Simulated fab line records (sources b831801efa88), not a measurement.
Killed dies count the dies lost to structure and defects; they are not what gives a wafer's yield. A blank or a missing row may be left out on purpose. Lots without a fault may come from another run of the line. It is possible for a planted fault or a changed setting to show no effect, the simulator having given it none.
Struck lot and sound lot, side by side :: flow sky130 :: 19 out of 708 route steps
Sound: these wafers, L800.1, L800.2, L800.4. Wafers struck: L796.2, L796.5, L796.6. The cause is given at the end.
Order at every step that has rows: each side's tool, ch and its chambers, its first start. Under that, the readings that differ: sound wafers :: struck wafers :: difference of the means :: sigmas: that difference in standard deviations of wafers without a fault.
alike: readings with means less than 2 such deviations apart, plus words and numbers identical on both sides. not compared: withheld readings, readings lacking a value on some wafer, bounds such as >300 that could conceal the same value, and numbers that have no deviation in the record and whose values overlap.
A row with sigmas, a row that says differs or no value, or rows on one side alone: a step with any of these is where the two part. Non-overlapping numbers with no deviation appear without sigmas and do not part them. Lack of a reading on every wafer of one side parts them only where that side has two or more wafers.

SKY_CONTACT_ETCH_18: etches Si3N4 in CHF3/O2, stops on TiN, time 39 s, target depth 75 nm.
  sound: rie diel-04 ch 0,2,3; struck: rie diel-02 ch 0,1
  alike: drypump motor current A, oes product au, throttle valve pct
  not compared: rf hours counter h
then, 5 steps without rows for these wafers: SKY_CONTACT_STRIP_19 (strips in O2/N2); SKY_CONTACT_STRIP_20 (strips in post etch residue remover, time 1200 s); SKY_CONTACT_CLEAN_21 (cleans in IPA, time 180 s); SKY_CONTACT_CLEAN_22 (cleans in O3/DIW); SKY_CONTACT_SPUTTER_23 (material TiN, target thk 20 nm, time 80 s).
SKY_CONTACT_CVD_24: deposits W, target thk 340 nm, time 102.12 s.
  sound on cvd w-02 ch 0,1, day 38 07:28; struck on cvd w-02 ch 0,1, day 36 23:39
  alike: chamber pressure Torr, heater power w
SKY_CONTACT_RS_MEAS_25: measures by four-point-probe.
  sound on film metro-01, day 38 07:35; struck on film metro-02, day 36 23:47
  alike: CONTACT_W_RS
SKY_CONTACT_THK_MEAS_26: measures by xrf.
  sound on film metro-01, day 38 07:42; struck on film metro-02, day 36 23:53
  alike: CONTACT_W_THK
SKY_CONTACT_CMP_27: polishes, stops on SiO2, t overpolish 15 s, target thk 0 nm.
  sound on cmp-02 ch 1,2,3, day 38 07:46; struck on cmp-01 ch 0,2,3, day 37 00:19
  alike: motor current A, overpolish run s, time to endpoint s
then, 1 step without rows for these wafers: SKY_METAL1_SPUTTER_00 (material Ti, target thk 15 nm, time 10 s).
SKY_METAL1_SPUTTER_01: material TiN, target thk 20 nm, time 16.7 s.
  sound on pvd sputter-03, day 38 08:05; struck on pvd sputter-03, day 37 00:29
  alike: cathode dc power W, chamber pressure pa, throttle valve pct
SKY_METAL1_SPUTTER_02: material AlCu, target thk 250 nm, time 13.3 s.
  sound on pvd sputter-03, day 38 08:07; struck on pvd sputter-03, day 37 00:31
  no value came back on the struck wafers for cathode dc power W (W), chamber pressure pa (Pa), throttle valve pct (%); on the sound wafers cathode dc power W (W) reads 10601 10599 10599
SKY_METAL1_SPUTTER_03: material Ti, target thk 5 nm, time 3.3 s.
  sound on pvd sputter-03, day 38 08:08; struck on pvd sputter-03, day 37 00:32
  alike: cathode dc power W, chamber pressure pa, throttle valve pct
then, 1 step without rows for these wafers: SKY_METAL1_SPUTTER_04 (material TiN, target thk 70 nm, time 58.3 s).
SKY_METAL1_RS_MEAS_05: measures by four-point-probe.
  sound on film metro-01, day 38 08:12; struck on film metro-01, day 37 00:38
reading: METAL1_ALCU_RS (ohm/sq)
sound: 0.1235 0.1244 0.1260
struck: 8.4503 8.4759 8.4385
difference: +8.3303
sigmas: +99 or more
SKY_METAL1_THK_MEAS_06: measures by xrf.
  sound on film metro-01, day 38 08:19; struck on film metro-01, day 37 00:44
reading: METAL1_ALCU_THK (nm)
sound: 249 251 248
struck: <1 <1 <1
difference: differs
sigmas: 
then, 1 step without rows for these wafers: SKY_METAL1_DEHYDRATE_07 (time 60 s).
-- the record jumps here: 13 days lie between the struck wafers' starts before and after (it left off in module METAL1 and takes up again in module PAD_OPEN, whose first step shown is number 708 of the route) --
SKY_PAD_OPEN_PROBE_99:
  record: rows for the struck wafers here (prober-01, day 49 20:17), none for the sound ones

WHERE THEY PART
Last at SKY_PAD_OPEN_PROBE_99 as far as this record goes, first at SKY_METAL1_SPUTTER_02.

WHY: what had been put in by the simulator
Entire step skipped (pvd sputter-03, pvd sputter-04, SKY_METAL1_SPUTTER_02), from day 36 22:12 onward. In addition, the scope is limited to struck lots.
